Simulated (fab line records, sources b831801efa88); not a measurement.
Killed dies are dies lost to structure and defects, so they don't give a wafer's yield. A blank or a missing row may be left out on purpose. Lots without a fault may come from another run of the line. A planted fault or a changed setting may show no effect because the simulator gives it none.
Chamber matching | flow gf180mcu | GF_SAB_CVD_00 on pecvd-02: 3 sister chambers
The step deposits SiO2 from TEOS, target thk 50 nm, time 4.9302 s. 14 wafers are shown with their chamber, then 7 later ones without.

WAFERS WITH THEIR CHAMBER
wafer  | chamber | heater_power_w (W) | susceptor_temp_C (C)
L792.1 | 1       | 677                | 400.11
L792.5 | 0       | 568                | 400.08
L792.6 | 1       | 676                | 400.30
L793.2 | 2       | 765                | 399.53
L793.5 | 1       | 604                | 400.00
L793.6 | 2       | 744                | 400.08
L797.2 | 0       | 643                | 399.67
L797.5 | 2       | 708                | 399.99
L797.6 | 1       | 599                | 399.65
L798.1 | 0       | 636                | 400.01
L798.4 | 1       | 593                | 400.46
L798.6 | 0       | 623                | 400.24
L799.2 | 0       | 646                | 399.74
L799.3 | 1       | 634                | 400.28

SIGNATURES (means of the wafers above)
reading          | chamber 0 | chamber 1 | chamber 2 | scatter within a chamber
heater_power_w   | 623.20    | 630.50    | 739.00    | 34.5
susceptor_temp_C | 399.9480  | 400.1333  | 399.8667  | 0.271
Rule: a wafer's distance from a chamber is the root of the sum, over the readings, of the square of ((its reading less the chamber's mean) divided by the reading's scatter). The wafer belongs to the nearest chamber; if the next one is less than 2 further off, it can't be placed. The scatter: the root of (the sum of the squares of (reading less its chamber's mean) over the shown wafers, divided by (wafers less chambers)).

WAFERS WITHOUT THEIR CHAMBER
wafer  | heater_power_w (W) | susceptor_temp_C (C)
L799.4 | 657                | 399.81
L808.2 | 680                | 399.77
L808.3 | 750                | 399.79
L808.4 | 760                | 399.95
L809.2 | 676                | 399.95
L809.3 | 559                | 400.06
L809.5 | 572                | 399.91

WHICH CHAMBER EACH WENT THROUGH
wafer  | from the rows above          | in truth
L799.4 | can't be placed: 0 or 1 or 2 | 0
L808.2 | can't be placed: 2 or 0 or 1 | 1
L808.3 | 2                            | 2
L808.4 | 2                            | 2
L809.2 | can't be placed: 1 or 0 or 2 | 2
L809.3 | can't be placed: 0 or 1      | 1
L809.5 | can't be placed: 0 or 1      | 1
Placed correctly: 2 of 7. Can't be placed from these rows: 5 (the true chamber is among the candidates in 5). Placed wrongly: 0.
